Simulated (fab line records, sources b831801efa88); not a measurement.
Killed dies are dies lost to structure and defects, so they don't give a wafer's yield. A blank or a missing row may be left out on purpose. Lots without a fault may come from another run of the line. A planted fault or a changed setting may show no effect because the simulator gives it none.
Which tool did it? | flow sky130 | 14 lots, 42 wafers sampled, at 2 steps of a route of 708

WHAT THE GAUGES READ, wafer by wafer
The record holds no reading of a measuring or inspecting step that can be judged against a usual standard deviation.

WHICH TOOL RAN EACH LOT (tool, then ch and the chambers of the sampled wafers, then the start)
lot  | SKY_LDD_HVP_IMPLANT_08          | SKY_PAD_OPEN_PROBE_99
L536 | implanter-03 ch 0, day 21 15:19 | -
L537 | implanter-02 ch 0, day 22 02:04 | -
L538 | implanter-04 ch 0, day 22 11:58 | -
L540 | implanter-04 ch 0, day 23 12:01 | -
L542 | implanter-03 ch 0, day 23 22:08 | -
L545 | implanter-04 ch 0, day 25 02:20 | -
L544 | implanter-03 ch 0, day 25 05:07 | prober-01, day 48 08:28
L546 | implanter-02 ch 0, day 25 13:29 | prober-02, day 48 12:10
L548 | implanter-03 ch 0, day 25 22:41 | -
L549 | implanter-04 ch 0, day 26 07:58 | -
L554 | implanter-03 ch 0, day 28 05:32 | -
L555 | implanter-02 ch 0, day 28 20:59 | -
L558 | implanter-04 ch 0, day 29 09:27 | -
L559 | implanter-02 ch 0, day 29 17:18 | -
- SKY_LDD_HVP_IMPLANT_08
- SKY_PAD_OPEN_PROBE_99

WHAT THE TOOLS THEMSELVES READ (means of the sampled wafers that have a number; where no wafer has one, the mark that the record gives instead)
SKY_LDD_HVP_IMPLANT_08.
lot  | tool         | beam_energy_keV | end_station_pressure_torr (Torr) | tilt_deg (degrees)
L536 | implanter-03 | 20.005          | 4.95e-06                         | 17.906
L537 | implanter-02 | 19.995          | 4.85e-06                         | 17.904
L538 | implanter-04 | 19.995          | 5.14e-06                         | 17.879
L540 | implanter-04 | 20.005          | 5.18e-06                         | 17.889
L542 | implanter-03 | 19.994          | 5.08e-06                         | 17.905
L545 | implanter-04 | 20.006          | 5.01e-06                         | 17.918
L544 | implanter-03 | 25.037          | 5.06e-06                         | 17.905
L546 | implanter-02 | 19.991          | 5.45e-06                         | 17.909
L548 | implanter-03 | 25.032          | 5.32e-06                         | 17.902
L549 | implanter-04 | 19.994          | 4.92e-06                         | 17.881
L554 | implanter-03 | 20.008          | 5.05e-06                         | 17.907
L555 | implanter-02 | 19.997          | 5.43e-06                         | 17.904
L558 | implanter-04 | 20.002          | 5.35e-06                         | 17.872
L559 | implanter-02 | 19.996          | 5.26e-06                         | 17.917

SKY_PAD_OPEN_PROBE_99.
lot  | tool      | killed_at_M0_to_M3 | killed_at_M4_up | killed_at_contacts | killed_at_front_end | killed_at_other | killed_dies | killed_open | killed_short
L544 | prober-01 | 40                 | 4.0             | 26                 | 14                  | 0.3             | 84          | 46          | 38
L546 | prober-02 | 49                 | 2.7             | 18                 | 14                  | 0.3             | 84          | 46          | 38

THE ANSWER, worked out from the rows above alone
Rule: what is usual is taken from the lots themselves. Put in order of their means at a reading, lots are off if they are a third of the lots or fewer, leave a main group of 4 or more, and stand apart from it by a gap of 3 or more times the standard deviation of the main group's means; of several such gaps the widest counts. A main group whose means are all the same, to the digits that the tables above print for the reading, isn't used. A lot without any number at a reading at which 4 lots or more have one is off too. The other lots that the step has rows for count as sound. The gauges are gone through in route order, then the tools' own readings, and for those a lot's mean is taken as printed above. The first step at which some lot is off is used, and at that step the reading that is off furthest; a lot without a number counts as furthest.
Off: L544, L548, at SKY_LDD_HVP_IMPLANT_08 (beam_energy_keV). The main group: mean 19.999, standard deviation 0.0056.
A tool fits if, at that step or a process step before it, it ran every lot that is off, and no sound lot after the first of them. None of those tried fits.

WHAT THE SIMULATOR HAD PUT IN
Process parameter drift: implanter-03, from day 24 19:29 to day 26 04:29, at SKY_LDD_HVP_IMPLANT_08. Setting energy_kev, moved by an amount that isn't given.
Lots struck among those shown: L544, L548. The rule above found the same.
